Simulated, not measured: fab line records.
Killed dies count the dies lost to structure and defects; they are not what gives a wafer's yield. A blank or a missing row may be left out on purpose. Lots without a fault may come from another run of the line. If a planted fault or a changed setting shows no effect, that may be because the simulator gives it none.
fab line records	flow sky130
record lots=12	wafers=36	last-day=50
route steps=708 shown VIA2@531 VIA4@658 METAL5@665 PASSIVATION@692 PAD_OPEN@708
lots that met no fault: taken from a fault-free run of the same line
start-h: hours from the record's opening day to when the first of the lot's shown wafers began	wait-h: hours from the lot's prior step to this one	" same as the row above	L1.1+2: a single row standing in for several wafers	- no value present, or no start provided	* or withheld: withheld	< > ~ a bound
route shown NAME@n: a module of which the file shows steps, and the number in the route of the first	usual: mean and standard deviation over wafers with no fault	same: alike in all rows	chamber/n: place in a boat	sites: per-site readings	_std_site: standard deviation across them	_edge_site: the outer-site mean with the inner-site mean subtracted	radius-mm: how far each site lies from the wafer's centre	mask NAME#n: copy n	behind: the last tool/chamber to shape the wafer	hold: why the lot was held/for how many hours/how that ended	device: the transistor (n, p or np) that didn't switch	end of line: the same wafers' tests at the end of the route	a step without rows: its recipe alone	killed: dies that structure and defects cost at the first sort, which is not the same as the wafer's yield	map: dies across one wafer; x = killed, . = not, _ = none there
set.NAME: the setting the step ran with; set.NAME@STEP: the setting that earlier step ran with	model.NAME: the simulator's own value behind a step, which no gauge read
a sample of lots followed through the steps of the route, with each step as a table and each wafer as a row
services: the hour from which a tool's chamber was out of use, counted from the record's first day as start-h (under 0 if before that day), plus the number of hours and why
## steps
# step SKY_VIA2_CMP_24
# recipe stop-on=SiO2	t-overpolish-s=20	down-force-psi=3.5	platen-rpm=60	target-thk-nm=0	pad-velocity-m-s=0.94248
# usual motor-current-A=11.4/1.1	overpolish-run-s=19.999/0.0094	time-to-endpoint-s=102.3/3
lot.wafer	tool	chamber	start-h	wait-h	motor-current-A	overpolish-run-s	time-to-endpoint-s
L890.3	cmp-01	3	859.43	0.1	11.3	20.000	101.8
L890.1	"	0	"	"	11.4	19.996	101.8
L890.5	"	2	"	"	11.5	19.998	104.2
L891.1	cmp-02	0	870.63	0.1	11.7	20.006	102.8
L891.2	"	1	"	"	9.5	19.998	101.1
L891.6	"	3	"	"	11.3	20.012	103.5
L892.1	cmp-01	1	872.54	0.1	10.9	20.009	99.2
L892.3	"	2	"	"	11.3	19.984	103.3
L892.6	"	2	"	"	11.3	20.011	105.6
L895.3	cmp-02	2	920.14	0.1	11.8	20.009	103.1
L895.4	"	3	"	"	11.4	20.001	104.1
L895.5	"	1	"	"	9.1	19.979	102.9
L899.2	cmp-02	0	947.55	0.2	12.4	19.998	104.4
L899.6	"	1	"	"	8.7	20.012	101.7
L899.5	"	2	"	"	12.1	19.999	102.4
L898.2	cmp-02	3	948.76	0.1	11.4	19.995	99.1
L898.4	"	0	"	"	12.4	19.996	106.0
L898.1	"	1	"	"	9.0	20.003	96.9
L897.2	cmp-02	0	951.41	0.3	12.1	20.001	103.3
L897.4	"	2	"	"	12.7	19.987	102.5
L897.5	"	3	"	"	11.6	20.010	104.0
L900.3	cmp-02	2	969.63	0.0	12.2	20.002	102.1
L900.4	"	3	"	"	11.4	20.001	107.1
L900.5	"	3	"	"	12.0	20.011	106.0
L907.2	cmp-01	1	988.44	0.0	11.2	19.998	95.9
L907.3	"	3	"	"	11.5	19.998	103.5
L907.4	"	0	"	"	11.3	19.994	101.3
L906.3	cmp-02	3	993.17	0.0	11.4	20.004	99.9
L906.2	"	1	"	"	8.8	20.003	97.5
L906.5	"	3	"	"	11.5	20.004	100.0
L909.3	cmp-01	2	999.64	0.0	11.4	19.983	97.4
L909.2	"	1	"	"	11.0	19.992	98.9
L909.5	"	2	"	"	11.6	20.016	99.4
L910.2	cmp-02	0	1009.95	0.1	12.2	19.999	103.4
L910.3	"	2	"	"	12.0	20.010	99.4
L910.5	"	3	"	"	12.0	20.003	99.7
# step SKY_VIA4_RS_MEAS_19
# recipe thk-meas-gauge=four-point-probe	reads=W_of_VIA4_CVD_18+TiN_of_VIA4_SPUTTER_17
# usual VIA4_W_RS=0.2263/0.0026
lot.wafer	tool	chamber	start-h	wait-h	VIA4_W_RS[ohm/sq]
L890.1	film-metro-04	-	1014.52	0.1	0.2243
L890.3	"	-	"	"	0.2272
L890.5	"	-	"	"	0.2230
L891.1	film-metro-03	-	1024.08	0.1	0.2271
L891.2	"	-	"	"	0.2297
L891.6	"	-	"	"	0.2267
L892.1	film-metro-01	-	1027.28	0.1	0.2254
L892.3	"	-	"	"	0.2247
L892.6	"	-	"	"	0.2272
L895.3	film-metro-04	-	1068.03	0.1	0.2217
L895.4	"	-	"	"	0.2280
L895.5	"	-	"	"	0.2260
L899.2	film-metro-04	-	1089.84	0.1	0.2264
L899.5	"	-	"	"	0.2275
L899.6	"	-	"	"	0.2311
L898.1	film-metro-01	-	1091.37	0.1	0.2248
L898.2	"	-	"	"	0.2199
L898.4	"	-	"	"	0.2273
L897.2	film-metro-01	-	1094.34	0.1	0.2211
L897.4	"	-	"	"	0.2242
L897.5	"	-	"	"	0.2235
L900.3	film-metro-03	-	1110.39	0.1	0.2277
L900.4	"	-	"	"	0.2238
L900.5	"	-	"	"	0.2286
L907.2	film-metro-03	-	1125.93	0.1	0.2277
L907.3	"	-	"	"	0.2249
L907.4	"	-	"	"	0.2284
L906.2	film-metro-04	-	1130.97	0.1	0.2267
L906.3	"	-	"	"	0.2253
L906.5	"	-	"	"	0.2278
L909.2	film-metro-01	-	1134.76	0.1	0.2282
L909.3	"	-	"	"	0.2297
L909.5	"	-	"	"	0.2293
L910.2	film-metro-03	-	1143.77	0.2	0.2282
L910.3	"	-	"	"	0.2293
L910.5	"	-	"	"	0.2290
# step SKY_METAL5_SPUTTER_04
# recipe material=TiN	target-thk-nm=70	power-w=6500	time-s=58.3	chamber-pressure-pa=0.4
# usual throttle-valve-pct=30.2/0.79
lot.wafer	tool	chamber	start-h	wait-h	throttle-valve-pct
L890.1	pvd-sputter-02	-	1015.12	0.0	29.9
L890.3	"	-	"	"	29.0
L890.5	"	-	"	"	29.1
L891.1	pvd-sputter-04	-	1024.68	0.0	30.4
L891.2	"	-	"	"	31.2
L891.6	"	-	"	"	31.3
L892.1	pvd-sputter-04	-	1027.88	0.0	30.6
L892.3	"	-	"	"	30.8
L892.6	"	-	"	"	30.6
L895.3	pvd-sputter-01	-	1068.59	0.0	29.7
L895.4	"	-	"	"	29.0
L895.5	"	-	"	"	30.2
L899.2	pvd-sputter-02	-	1090.42	0.0	30.8
L899.5	"	-	"	"	29.0
L899.6	"	-	"	"	30.8
L898.1	pvd-sputter-02	-	1091.97	0.0	30.3
L898.2	"	-	"	"	29.1
L898.4	"	-	"	"	30.2
L897.2	pvd-sputter-01	-	1094.93	0.0	29.4
L897.4	"	-	"	"	28.9
L897.5	"	-	"	"	30.6
L900.3	pvd-sputter-02	-	1110.95	0.0	29.1
L900.4	"	-	"	"	31.2
L900.5	"	-	"	"	28.9
L907.2	pvd-sputter-04	-	1126.51	0.0	31.3
L907.3	"	-	"	"	31.2
L907.4	"	-	"	"	30.9
L906.2	pvd-sputter-01	-	1131.54	0.0	30.0
L906.3	"	-	"	"	29.1
L906.5	"	-	"	"	29.9
L909.2	pvd-sputter-04	-	1135.33	0.0	31.2
L909.3	"	-	"	"	30.8
L909.5	"	-	"	"	30.5
L910.2	pvd-sputter-01	-	1144.35	0.0	29.6
L910.3	"	-	"	"	29.0
L910.5	"	-	"	"	28.9
# step SKY_PASSIVATION_ETCH_11
# recipe chemistry=CF4/O2	target-depth-nm=725	stop-on=AlCu	source-w=800	bias-w=150	pressure-mtorr=150	cf4-flow-sccm=80	O2_flow_sccm=10	time-s=161.1
# usual drypump-motor-current-A=5.8/0.4	oes-product-au=0.975/0.0061	throttle-valve-pct=5.964/0.01
lot.wafer	tool	chamber	start-h	wait-h	drypump-motor-current-A	oes-product-au	rf-hours-counter-h	throttle-valve-pct
L890.1	rie-diel-01	2	1060.32	-	5.8	0.968	18	5.947
L890.3	"	1	"	"	6.3	0.974	10	5.985
L890.5	"	2	"	"	5.8	0.981	-	5.957
L891.1	rie-diel-04	0	1068.96	-	6.5	0.981	1	5.979
L891.2	"	2	"	"	5.4	0.978	13	5.971
L891.6	"	2	"	"	5.3	0.979	-	5.975
L892.1	rie-diel-04	1	1073.63	-	5.6	0.978	14	5.955
L892.3	"	2	"	"	5.3	0.973	13	5.979
L892.6	"	2	"	"	5.3	0.976	-	5.951
L895.3	rie-diel-01	3	1111.92	-	6.2	0.971	12	5.982
L895.4	"	0	"	"	5.4	0.975	19	5.961
L895.5	"	1	"	"	6.3	0.984	-	5.963
L899.2	rie-diel-04	3	1132.13	-	5.6	0.962	17	5.961
L899.5	"	0	"	"	6.5	0.972	-	5.966
L899.6	"	3	"	"	5.6	0.974	-	5.944
L898.1	rie-diel-01	3	1133.52	-	6.2	0.966	12	5.966
L898.2	"	0	"	"	5.4	0.970	19	5.975
L898.4	"	2	"	"	5.8	0.974	21	5.955
L897.2	rie-diel-01	1	1135.68	-	6.3	0.978	13	5.970
L897.4	"	0	"	"	5.4	0.979	19	5.945
L897.5	"	3	"	"	6.2	0.983	-	5.954
L900.3	rie-diel-04	2	1150.77	-	5.3	0.972	16	5.959
L900.4	"	1	"	"	5.6	0.988	16	5.970
L900.5	"	2	"	"	5.3	0.975	-	5.983
L907.2	rie-diel-01	2	1165.48	-	5.8	0.976	22	5.980
L907.3	"	0	"	"	5.4	0.967	20	5.968
L907.4	"	1	"	"	6.3	0.983	14	5.953
L906.2	rie-diel-01	3	1170.57	-	6.2	0.970	14	5.948
L906.3	"	0	"	"	5.4	0.972	21	5.953
L906.5	"	2	"	"	5.8	0.973	-	5.957
L909.2	rie-diel-04	1	1174.11	-	5.6	0.964	17	5.960
L909.3	"	0	"	"	6.5	0.969	5	5.968
L909.5	"	2	"	"	5.3	0.975	-	5.948
L910.2	rie-diel-01	1	1182.61	-	6.3	0.979	15	5.959
L910.3	"	3	"	"	6.2	0.983	15	5.981
L910.5	"	1	"	"	6.3	0.988	-	5.953
# step SKY_PAD_OPEN_PROBE_99
# usual defect-limited-yield=82.1/1.8	killed_at_M0_to_M3=44/6.2	killed_at_M4_up=3.3/1.8	killed-at-contacts=25/5.8	killed-at-front-end=15/4	killed-at-other=0.3/0.49	killed-dies=88/8.8	killed-on-rim=17/3.6	killed-open=48/6.5	killed-short=39/6.3	sort_bin_3_pad_short=0.9/0.41	sort_bin_5_function=10.6/1.4	sort_bin_6_memory=6.4/1.1	sort-n-pass=404/8.8	sort-yield-pct=82.1/1.8
# same gross-dies=492	killed-at-back-side=0	sort_bin_4_leakage[%]=0	sort_bin_8_speed[%]=0
lot.wafer	tool	chamber	start-h	wait-h	hold	defect-limited-yield[%]	killed_at_M0_to_M3	killed_at_M4_up	killed-at-contacts	killed-at-front-end	killed-at-other	killed-dies	killed-on-rim	killed-open	killed-short	sort_bin_3_pad_short[%]	sort_bin_5_function[%]	sort_bin_6_memory[%]	sort-n-pass	sort-yield-pct[%]
L890.1	prober-02	-	1084.11	0.1	-	82.1	48	1	21	18	0	88	14	52	36	1.2	11.4	5.3	404	82.1
L890.3	prober-02	-	1084.21	0.2	-	80.7	48	2	30	15	0	95	17	53	42	0.6	11.8	6.9	397	80.7
L890.5	prober-02	-	1084.31	0.2	-	80.9	58	3	17	15	1	94	18	55	39	1.0	10.2	7.9	398	80.9
L891.1	prober-02	-	1092.71	0.1	-	79.5	49	5	30	17	0	101	22	59	42	0.8	12.4	7.3	391	79.5
L891.2	prober-02	-	1092.76	0.1	-	82.5	45	4	26	11	0	86	16	45	41	0.4	11.4	5.7	406	82.5
L891.6	prober-02	-	1092.96	0.2	-	85.6	36	2	18	15	0	71	17	45	26	0.4	10.2	3.9	421	85.6
L892.1	prober-01	-	1096.90	0.1	-	82.1	50	3	21	13	1	88	27	44	44	0.4	11.6	5.9	404	82.1
L892.3	prober-01	-	1097.00	0.2	-	83.3	39	3	26	14	0	82	15	48	34	0.2	11.2	5.3	410	83.3
L892.6	prober-01	-	1097.15	0.2	-	82.5	37	5	26	18	0	86	10	41	45	1.0	8.7	7.7	406	82.5
L895.3	prober-02	-	1134.46	0.2	-	84.1	45	4	15	13	1	78	11	42	35	1.0	8.3	6.5	414	84.1
L895.4	prober-02	-	1134.51	0.2	-	78.9	51	2	31	18	2	104	22	52	52	1.0	9.6	10.6	388	78.9
L895.5	prober-02	-	1134.56	0.2	-	82.1	42	5	23	18	0	88	17	51	37	1.0	9.3	7.5	404	82.1
L899.2	prober-01	-	1153.11	0.1	-	81.7	43	4	19	24	0	90	11	42	48	0.8	11.0	6.5	402	81.7
L899.5	prober-01	-	1153.26	0.2	-	82.1	42	5	22	19	0	88	17	45	43	0.8	10.8	6.3	404	82.1
L899.6	prober-01	-	1153.31	0.2	-	82.9	43	2	18	21	0	84	17	51	33	0.6	10.2	6.3	408	82.9
L898.1	prober-02	-	1154.65	0.1	-	82.3	34	5	29	19	0	87	15	46	41	0.8	10.6	6.3	405	82.3
L898.2	prober-02	-	1154.70	0.1	-	83.1	43	0	21	19	0	83	17	44	39	1.0	10.2	5.7	409	83.1
L898.4	prober-02	-	1154.80	0.2	-	79.9	48	2	30	19	0	99	13	61	38	1.0	12.4	6.7	393	79.9
L897.2	prober-01	-	1157.25	0.1	-	83.5	49	1	17	14	0	81	15	45	36	0.4	9.1	6.9	411	83.5
L897.4	prober-01	-	1157.35	0.2	-	81.1	44	6	30	13	0	93	14	46	47	1.2	9.8	7.9	399	81.1
L897.5	prober-01	-	1157.40	0.2	-	82.3	44	6	18	18	1	87	19	45	42	1.4	11.6	4.7	405	82.3
L900.3	prober-01	-	1171.69	0.2	-	79.5	54	3	31	13	0	101	20	60	40	1.2	13.4	5.9	391	79.5
L900.4	prober-01	-	1171.74	0.2	-	78.7	50	8	27	20	0	105	13	54	50	0.8	13.4	7.1	387	78.7
L900.5	prober-01	-	1171.79	0.2	-	81.3	47	5	27	13	0	92	23	53	39	0.6	11.8	6.3	400	81.3
L907.2	prober-02	-	1185.97	0.1	-	82.3	40	4	24	19	0	87	19	53	34	0.8	10.2	6.7	405	82.3
L907.3	prober-02	-	1186.02	0.2	-	85.4	35	1	22	14	0	72	16	44	28	1.2	9.1	4.3	420	85.4
L907.4	prober-02	-	1186.07	0.2	-	82.3	48	3	25	11	0	87	18	50	37	1.2	11.4	5.1	405	82.3
L906.2	prober-01	-	1190.30	0.1	-	80.5	47	3	25	21	0	96	13	52	44	1.4	11.0	7.1	396	80.5
L906.3	prober-01	-	1190.35	0.2	-	83.3	38	3	24	16	1	82	21	43	39	0.6	10.6	5.5	410	83.3
L906.5	prober-01	-	1190.45	0.2	-	82.5	45	3	30	8	0	86	16	47	39	1.0	8.5	7.9	406	82.5
L909.2	prober-02	-	1193.81	0.1	-	84.3	35	1	23	18	0	77	20	34	43	0.8	8.1	6.7	415	84.3
L909.3	prober-02	-	1193.86	0.2	-	80.3	49	2	27	19	0	97	21	47	50	0.6	11.6	7.5	395	80.3
L909.5	prober-02	-	1193.96	0.2	-	84.8	38	3	21	12	1	75	19	40	35	0.6	9.1	5.5	417	84.8
L910.2	prober-01	-	1201.62	0.1	await-dispo/0.8h/release	59.1	165	3	19	14	0	201	37	40	31	2.4	26.4	12.0	291	59.1
L910.3	prober-01	-	1201.67	0.2	await-dispo/0.8h/release	82.9	47	4	23	10	0	84	15	50	34	0.4	9.1	7.5	408	82.9
L910.5	prober-01	-	1201.77	0.2	await-dispo/0.8h/release	81.5	45	3	26	17	0	91	26	58	32	1.2	10.4	6.9	401	81.5
# killed by level:class
L890.1 VIA1:geometric-particle:open=18 CONTACT:geometric-particle:open=9 LI_CONTACT:geometric-particle:open=7 VIA1:geometric-particle:short=7 POLY_GATE:geometric-particle:short=6 METAL1:geometric-particle:short=5 FIELD_ISO:geometric-particle:short=4 POLY_GATE:geometric-particle:open=4
L890.3 CONTACT:geometric-particle:open=13 VIA1:geometric-particle:open=10 LI_CONTACT:geometric-particle:open=7 VIA2:geometric-particle:open=7 VIA3:geometric-particle:open=6 VIA1:geometric-particle:short=5 VIA2:geometric-particle:short=5 METAL2:geometric-particle:short=5
L890.5 VIA1:geometric-particle:open=16 LI_CONTACT:geometric-particle:open=10 VIA3:geometric-particle:open=7 VIA1:geometric-particle:short=6 POLY_GATE:geometric-particle:open=5 METAL2:geometric-particle:short=5 METAL1:geometric-particle:short=5 VIA2:geometric-particle:open=5
L891.1 CONTACT:geometric-particle:open=13 VIA2:geometric-particle:open=11 VIA1:geometric-particle:open=10 POLY_GATE:geometric-particle:open=7 LI_CONTACT:geometric-particle:open=6 METAL2:geometric-particle:short=6 VIA2:geometric-particle:short=5 LI_CONTACT:geometric-particle:short=5
L891.2 VIA2:geometric-particle:open=11 VIA1:geometric-particle:open=9 LI_CONTACT:geometric-particle:open=8 VIA2:geometric-particle:short=7 LOCAL_INTERCONNECT:geometric-particle:short=6 CONTACT:geometric-particle:open=6 CONTACT:geometric-particle:short=5 POLY_GATE:geometric-particle:short=4
L891.6 VIA2:geometric-particle:open=10 CONTACT:geometric-particle:open=9 VIA1:geometric-particle:open=7 VIA3:geometric-particle:open=5 FIELD_ISO:geometric-particle:short=4 SPACER:geometric-particle:open=4 LI_CONTACT:geometric-particle:open=4 LOCAL_INTERCONNECT:geometric-particle:short=3
L892.1 METAL1:geometric-particle:short=10 CONTACT:geometric-particle:open=8 VIA1:geometric-particle:open=8 VIA1:geometric-particle:short=6 VIA3:geometric-particle:open=6 METAL2:geometric-particle:short=5 FIELD_ISO:geometric-particle:open=4 CONTACT:geometric-particle:short=4
L892.3 VIA1:geometric-particle:open=10 CONTACT:geometric-particle:open=9 VIA2:geometric-particle:open=8 LI_CONTACT:geometric-particle:open=7 VIA2:geometric-particle:short=5 POLY_GATE:geometric-particle:open=4 LOCAL_INTERCONNECT:geometric-particle:short=4 CONTACT:geometric-particle:short=4
L892.6 LOCAL_INTERCONNECT:geometric-particle:short=8 VIA1:geometric-particle:open=7 VIA2:geometric-particle:open=7 POLY_GATE:geometric-particle:open=6 CONTACT:geometric-particle:open=6 FIELD_ISO:geometric-particle:short=5 LI_CONTACT:geometric-particle:short=5 METAL2:geometric-particle:short=5
L895.3 VIA2:geometric-particle:open=11 VIA1:geometric-particle:open=9 VIA3:geometric-particle:open=7 CONTACT:geometric-particle:short=5 CONTACT:geometric-particle:open=4 METAL3:geometric-particle:short=4 METAL4:geometric-particle:short=4 LI_CONTACT:geometric-particle:open=3
L895.4 CONTACT:geometric-particle:open=11 VIA2:geometric-particle:open=11 METAL1:geometric-particle:short=10 LI_CONTACT:geometric-particle:open=8 VIA1:geometric-particle:open=8 FIELD_ISO:geometric-particle:short=6 CONTACT:geometric-particle:short=6 POLY_GATE:geometric-particle:short=5
L895.5 VIA1:geometric-particle:open=11 CONTACT:geometric-particle:open=8 VIA2:geometric-particle:open=8 METAL1:geometric-particle:short=6 VIA1:geometric-particle:short=6 FIELD_ISO:geometric-particle:open=5 LI_CONTACT:geometric-particle:open=5 VIA3:geometric-particle:open=5
L899.2 FIELD_ISO:geometric-particle:short=10 VIA1:geometric-particle:open=10 CONTACT:geometric-particle:open=8 VIA1:geometric-particle:short=7 LI_CONTACT:geometric-particle:open=6 METAL1:geometric-particle:short=6 VIA3:geometric-particle:open=5 POLY_GATE:geometric-particle:short=4
L899.5 VIA1:geometric-particle:open=12 CONTACT:geometric-particle:open=10 FIELD_ISO:geometric-particle:short=6 LI_CONTACT:geometric-particle:open=6 METAL1:geometric-particle:short=6 VIA1:geometric-particle:short=5 VIA3:geometric-particle:short=5 FIELD_ISO:geometric-particle:open=4
L899.6 VIA1:geometric-particle:open=14 FIELD_ISO:geometric-particle:short=9 CONTACT:geometric-particle:open=8 LI_CONTACT:geometric-particle:open=6 VIA2:geometric-particle:open=6 METAL2:geometric-particle:short=6 FIELD_ISO:geometric-particle:open=4 METAL1:geometric-particle:open=4
L898.1 CONTACT:geometric-particle:open=12 VIA1:geometric-particle:open=11 LI_CONTACT:geometric-particle:open=9 FIELD_ISO:geometric-particle:short=5 FIELD_ISO:geometric-particle:open=5 METAL4:geometric-particle:short=5 SPACER:geometric-particle:short=4 METAL2:geometric-particle:short=4
L898.2 VIA1:geometric-particle:short=11 VIA1:geometric-particle:open=10 CONTACT:geometric-particle:open=9 FIELD_ISO:geometric-particle:short=6 VIA2:geometric-particle:open=6 VIA3:geometric-particle:open=5 SPACER:geometric-particle:short=4 LI_CONTACT:geometric-particle:open=4
L898.4 VIA1:geometric-particle:open=14 CONTACT:geometric-particle:open=12 VIA2:geometric-particle:open=9 CONTACT:geometric-particle:short=8 METAL2:geometric-particle:short=7 FIELD_ISO:geometric-particle:open=6 LI_CONTACT:geometric-particle:open=5 FIELD_ISO:geometric-particle:short=4
L897.2 VIA2:geometric-particle:open=9 VIA1:geometric-particle:open=8 METAL1:geometric-particle:short=7 VIA3:geometric-particle:open=6 LI_CONTACT:geometric-particle:open=5 VIA3:geometric-particle:short=5 FIELD_ISO:geometric-particle:open=4 POLY_GATE:geometric-particle:open=4
L897.4 VIA1:geometric-particle:open=12 LOCAL_INTERCONNECT:geometric-particle:short=10 CONTACT:geometric-particle:open=8 CONTACT:geometric-particle:short=6 VIA2:geometric-particle:open=5 METAL1:geometric-particle:short=5 METAL4:geometric-particle:short=5 METAL2:geometric-particle:short=4
L897.5 VIA1:geometric-particle:open=8 LI_CONTACT:geometric-particle:open=8 METAL1:geometric-particle:short=8 VIA2:geometric-particle:open=8 VIA3:geometric-particle:open=6 VIA3:geometric-particle:short=5 POLY_GATE:geometric-particle:short=4 CONTACT:geometric-particle:open=4
L900.3 CONTACT:geometric-particle:open=13 VIA1:geometric-particle:open=13 LI_CONTACT:geometric-particle:open=11 METAL1:geometric-particle:short=8 VIA3:geometric-particle:open=6 METAL2:geometric-particle:short=6 FIELD_ISO:geometric-particle:open=5 FIELD_ISO:geometric-particle:short=5
L900.4 LI_CONTACT:geometric-particle:open=8 VIA2:geometric-particle:short=8 VIA3:geometric-particle:open=8 LI_CONTACT:geometric-particle:short=7 VIA2:geometric-particle:open=7 VIA1:geometric-particle:open=6 CONTACT:geometric-particle:open=6 FIELD_ISO:geometric-particle:short=5
L900.5 VIA2:geometric-particle:open=11 CONTACT:geometric-particle:open=10 VIA1:geometric-particle:open=9 LI_CONTACT:geometric-particle:open=7 FIELD_ISO:geometric-particle:short=6 VIA3:geometric-particle:open=6 METAL2:geometric-particle:short=6 METAL4:geometric-particle:short=5
L907.2 CONTACT:geometric-particle:open=12 VIA1:geometric-particle:open=11 FIELD_ISO:geometric-particle:open=8 VIA3:geometric-particle:open=7 LI_CONTACT:geometric-particle:open=7 FIELD_ISO:geometric-particle:short=5 CONTACT:geometric-particle:short=4 METAL1:geometric-particle:short=4
L907.3 CONTACT:geometric-particle:open=10 VIA2:geometric-particle:open=7 VIA1:geometric-particle:open=6 LI_CONTACT:geometric-particle:open=6 FIELD_ISO:geometric-particle:open=5 METAL2:geometric-particle:short=5 VIA3:geometric-particle:open=5 VIA3:geometric-particle:short=4
L907.4 VIA1:geometric-particle:open=10 VIA2:geometric-particle:open=9 VIA3:geometric-particle:open=8 CONTACT:geometric-particle:open=8 METAL1:geometric-particle:short=8 CONTACT:geometric-particle:short=7 POLY_GATE:geometric-particle:open=5 LI_CONTACT:geometric-particle:open=4
L906.2 VIA1:geometric-particle:open=12 CONTACT:geometric-particle:open=10 POLY_GATE:geometric-particle:short=8 VIA2:geometric-particle:open=8 FIELD_ISO:geometric-particle:short=5 CONTACT:geometric-particle:short=5 LI_CONTACT:geometric-particle:open=5 VIA1:geometric-particle:short=5
L906.3 VIA1:geometric-particle:open=7 LOCAL_INTERCONNECT:geometric-particle:short=6 CONTACT:geometric-particle:open=6 VIA2:geometric-particle:open=6 VIA3:geometric-particle:short=6 VIA3:geometric-particle:open=6 VIA1:geometric-particle:short=5 FIELD_ISO:geometric-particle:open=4
L906.5 VIA1:geometric-particle:open=11 CONTACT:geometric-particle:open=9 LI_CONTACT:geometric-particle:open=7 VIA1:geometric-particle:short=6 VIA2:geometric-particle:open=6 CONTACT:geometric-particle:short=5 VIA3:geometric-particle:short=5 METAL2:geometric-particle:short=5
L909.2 VIA1:geometric-particle:open=8 LI_CONTACT:geometric-particle:open=7 VIA1:geometric-particle:short=7 FIELD_ISO:geometric-particle:short=5 LI_CONTACT:geometric-particle:short=5 CONTACT:geometric-particle:open=5 METAL1:geometric-particle:short=5 METAL2:geometric-particle:short=5
L909.3 VIA1:geometric-particle:short=8 LI_CONTACT:geometric-particle:open=7 VIA1:geometric-particle:open=7 VIA2:geometric-particle:open=7 FIELD_ISO:geometric-particle:open=6 VIA3:geometric-particle:open=6 CONTACT:geometric-particle:open=5 LOCAL_INTERCONNECT:geometric-particle:short=5
L909.5 VIA1:geometric-particle:open=9 CONTACT:geometric-particle:open=8 LI_CONTACT:geometric-particle:open=7 VIA2:geometric-particle:open=5 VIA3:geometric-particle:short=5 VIA3:geometric-particle:open=5 POLY_GATE:geometric-particle:short=4 CONTACT:geometric-particle:short=4
L910.2 VIA2:unspecified=129 LI_CONTACT:geometric-particle:open=7 VIA3:geometric-particle:short=7 VIA3:geometric-particle:open=7 VIA1:geometric-particle:open=6 VIA2:geometric-particle:open=6 CONTACT:geometric-particle:open=5 FIELD_ISO:geometric-particle:short=4
L910.3 VIA1:geometric-particle:open=12 LI_CONTACT:geometric-particle:open=9 CONTACT:geometric-particle:open=8 VIA1:geometric-particle:short=7 VIA2:geometric-particle:open=7 METAL2:geometric-particle:short=5 VIA3:geometric-particle:short=4 POLY_GATE:geometric-particle:short=3
L910.5 VIA1:geometric-particle:open=15 CONTACT:geometric-particle:open=13 VIA2:geometric-particle:open=7 LI_CONTACT:geometric-particle:open=5 METAL3:geometric-particle:short=4 VIA3:geometric-particle:open=4 FIELD_ISO:geometric-particle:open=3 POLY_GATE:geometric-particle:open=3
## services
tool	chamber	start-h	hours	kind
rie-diel-01	-	842.29	36.4	repair
cmp-02	-	845.36	4.0	pm
rie-diel-04	2	877.25	8.9	repair
rie-diel-01	1	889.97	5.7	repair
rie-diel-01	-	896.34	0.9	repair
rie-diel-04	-	905.33	0.2	repair
cmp-02	-	912.00	4.0	pm
cmp-02	-	914.44	0.7	repair
cmp-02	-	917.88	1.2	repair
rie-diel-01	3	921.23	12.1	repair
rie-diel-01	3	949.73	12.9	repair
rie-diel-01	0	952.17	4.7	repair
cmp-02	-	954.66	7.7	pm
rie-diel-01	2	1020.25	3.8	repair
cmp-02	-	1024.94	0.8	repair
rie-diel-01	-	1026.76	0.1	repair
cmp-02	-	1046.24	1.1	repair
cmp-02	-	1062.78	1.8	repair
cmp-02	-	1070.35	1.3	repair
cmp-02	-	1075.74	9.2	repair
rie-diel-01	3	1082.75	11.8	repair
cmp-02	-	1083.93	1.8	repair
rie-diel-01	2	1149.79	2.3	repair
rie-diel-01	0	1175.52	14.9	repair
## key
first-sign step=SKY_PAD_OPEN_PROBE_99	reading=killed_at_M0_to_M3	direction=up	sigmas=20	usual=44	struck=165
effect step=SKY_PAD_OPEN_PROBE_99	reading=killed-dies	direction=up	sigmas=13	usual=88	struck=201
met-at SKY_VIA2_CMP_24
struck-lots L910
struck-wafers L910.2
not-acting-at SKY_VIA4_RS_MEAS_19,SKY_METAL5_SPUTTER_04,SKY_PASSIVATION_ETCH_11
onset-between 951.41 1009.95
fault kind=chamber-particle-source	tool=cmp-02	chamber=0	onset-h=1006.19	steps=SKY_VIA2_CMP_24	rate-per-visit-cm2=0.60385	end-h=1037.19
